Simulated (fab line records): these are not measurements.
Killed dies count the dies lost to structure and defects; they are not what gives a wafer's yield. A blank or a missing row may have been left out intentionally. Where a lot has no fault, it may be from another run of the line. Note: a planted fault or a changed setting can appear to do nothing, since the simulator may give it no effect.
A lot that was struck, set against a sound lot || flow sky130 || 21 steps out of a route of 708
Sound: the wafers L126.1, L126.2, L126.6. Struck: wafer L135.3. (L135.2, L135.4 of the same lot were not struck and are left out.) The cause comes at the end.
Per side, at each step with rows, come the tool, then ch with its chambers, and then its first start. Under that, the readings that differ: sound wafers || struck wafers || difference of the means || sigmas: that difference in standard deviations of wafers without a fault.
alike: words and numbers the same on both sides, and readings whose means are apart by under 2 such deviations; not compared: readings that were withheld, readings missing a value for some wafer, numbers with overlapping values and no deviation given by the record, and bounds like >300 which may hide the same value.
Wherever a step has rows on one side only, a row that says differs or no value, or a row with sigmas, the two part there. Numbers that have no deviation but don't overlap get no sigmas and don't part them. A reading missing from all wafers of one side parts the sides only when that side holds two or more wafers.

first, 2 steps without rows for these wafers: SKY_LDD_HVP_PEB_05; SKY_LDD_HVP_DEVELOP_06 (develop time 60 s).
SKY_LDD_HVP_OVL_MEAS_07:
  sound on overlay-01, day 26 04:34; struck on overlay-02, day 29 05:36
  alike: LDD_HVP_OVL
following that, these wafers have no rows for 1 step: SKY_LDD_HVP_IMPLANT_08.
SKY_LDD_HVP_STRIP_09: strips in O2/N2.
  sound on plasma asher-02 ch 0,1, day 26 04:44; struck on plasma asher-01 ch 0, day 29 05:47
  alike: drypump motor current A, oes product au, strip time to endpoint s
  not compared: rf hours counter h
SKY_LDD_HVP_TW_MEAS_10:
  sound on film metro-01, day 26 04:50; struck on film metro-04, day 29 05:53
  alike: LDD_HVP_TW
then, 6 steps without rows for these wafers: SKY_LDD_LDN_DEHYDRATE_00 (time 60 s); SKY_LDD_LDN_HMDS_01 (prime time 60 s); SKY_LDD_LDN_COAT_02 (resist thk 1140 nm); SKY_LDD_LDN_SOFTBAKE_03 (time 60 s); SKY_LDD_LDN_EXPOSE_04 (exposes mask LDNTM, target cd 700 nm); SKY_LDD_LDN_PEB_05.
SKY_LDD_LDN_DEVELOP_06: develop time 60 s.
  sound on litho track-02 ch 0, day 27 09:34; struck on litho track-04 ch 0, day 30 09:11
SKY_LDD_LDN_OVL_MEAS_07:
  sound on overlay-02, day 27 09:43; struck on overlay-01, day 30 09:19
{"reading": "LDD_LDN_OVL (nm)", "sound": "-0.8 -0.8 -0.8", "struck": 2.9, "difference": "+3.7", "sigmas": "+3"}
then, 4 steps without rows for these wafers: SKY_LDD_LDN_IMPLANT_08; SKY_LDD_LDN_IMPLANT_09; SKY_LDD_LDN_IMPLANT_10; SKY_LDD_LDN_IMPLANT_11.
SKY_LDD_LDN_STRIP_12: strips in O2/N2.
  sound on plasma asher-01 ch 0,1, day 27 10:20; struck on plasma asher-01 ch 0, day 30 09:57
  alike: drypump motor current A, oes product au, strip time to endpoint s
  not compared: rf hours counter h
SKY_LDD_LDN_TW_MEAS_13:
  sound on film metro-03, day 27 10:26; struck on film metro-04, day 30 10:04
{"reading": "LDD_LDN_TW", "sound": "1465 1469 1468", "struck": 29, "difference": -1438, "sigmas": "-99 or more"}
then, 1 step without rows for these wafers: SKY_LDD_LDN_CLEAN_14 (cleans in SC1/SC2, time 150 s).

## WHERE THEY PART
At SKY_LDD_LDN_OVL_MEAS_07 first; at SKY_LDD_LDN_TW_MEAS_13 last (within this record only).

WHY: what the simulator had put in
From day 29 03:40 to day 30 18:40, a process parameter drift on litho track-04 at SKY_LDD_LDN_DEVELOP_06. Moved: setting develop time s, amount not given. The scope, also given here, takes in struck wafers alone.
